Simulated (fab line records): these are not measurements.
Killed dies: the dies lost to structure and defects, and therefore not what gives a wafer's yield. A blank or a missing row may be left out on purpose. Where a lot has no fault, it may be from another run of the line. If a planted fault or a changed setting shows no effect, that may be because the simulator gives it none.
One fault seen from 2 desks | flow gf180mcu | only its own numbers are on each desk; what lay behind them is given at the end

## TOOL OWNER'S DESK, cmp-02
The tool's own readings at GF_V5_CMP_26 (polishes, stops on SiO2, t overpolish 15 s, target thk 0 nm): means of the sampled wafers that have a number, for each lot that ran on this tool. The brackets show how far a lot's mean lies from the usual mean; more than 4 standard deviations puts the lot out of limits, marked OUT.
Columns: A = edge-zone-pressure-frac at GF_V5_CMP_26, usual 1.000; B = head-pressure-psi at GF_V5_CMP_26, usual 3.500 psi; C = motor-current-A at GF_V5_CMP_26, usual 10.5 A; D = overpolish-run-s at GF_V5_CMP_26, usual 15.000 s; E = slurry-filter-dp-kPa at GF_V5_CMP_26, usual 13.48 kPa; F = time-to-endpoint-s at GF_V5_CMP_26, usual 85 s
lot  | first seen here | A     | B     | C    | D      | E     | F
L603 | day 27 12:52    | 1.003 | 3.505 | 9.8  | 15.002 | 13.55 | 88
L604 | day 27 17:39    | 1.001 | 3.509 | 10.3 | 14.995 | 13.45 | 87
L605 | day 28 10:38    | 1.002 | 3.498 | 11.0 | 15.005 | 13.49 | 91
L613 | day 30 14:50    | 1.001 | 3.495 | 11.0 | 15.005 | 13.45 | 88
L622 | day 32 17:07    | 1.000 | 3.495 | 10.7 | 14.995 | 13.48 | 82
L624 | day 33 04:55    | 1.005 | 3.500 | 9.6  | 15.005 | 13.58 | 82
L625 | day 33 07:17    | 1.003 | 3.497 | 10.2 | 14.999 | 13.35 | 86
Result from this desk: across the 7 lots, nothing is out of limits.

## AT THE METROLOGY DESK
What the gauges read, lot by lot, whatever tool the lot ran on: means of the sampled wafers that have a number. The brackets show how far a lot's mean lies from the usual mean; more than 4 standard deviations puts the lot out of limits, marked OUT.
Columns: A = V5_BOW at GF_V5_BOW_MEAS_05, usual 132 um
lot  | first seen here | A
L603 | day 26 15:31    | 133
L604 | day 26 19:36    | 125
L605 | day 27 08:13    | 115
L606 | day 27 14:22    | 126
L608 | day 28 10:40    | 128
L610 | day 28 21:42    | 124
L611 | day 29 11:22    | 140
L612 | day 29 17:10    | 123
L613 | day 29 19:43    | 135
L617 | day 30 20:36    | 127
L620 | day 31 12:43    | 118
L622 | day 31 23:22    | 127
L623 | day 32 06:10    | 136
L624 | day 32 11:43    | 144
L625 | day 32 13:45    | 141
Result from this desk: across the 15 lots, nothing is out of limits.

## BROUGHT TOGETHER
Nothing out of limits was seen by the tool owner's desk.
Metrology desk: nothing out of limits seen.

## WHAT THE SIMULATOR HAD PUT IN
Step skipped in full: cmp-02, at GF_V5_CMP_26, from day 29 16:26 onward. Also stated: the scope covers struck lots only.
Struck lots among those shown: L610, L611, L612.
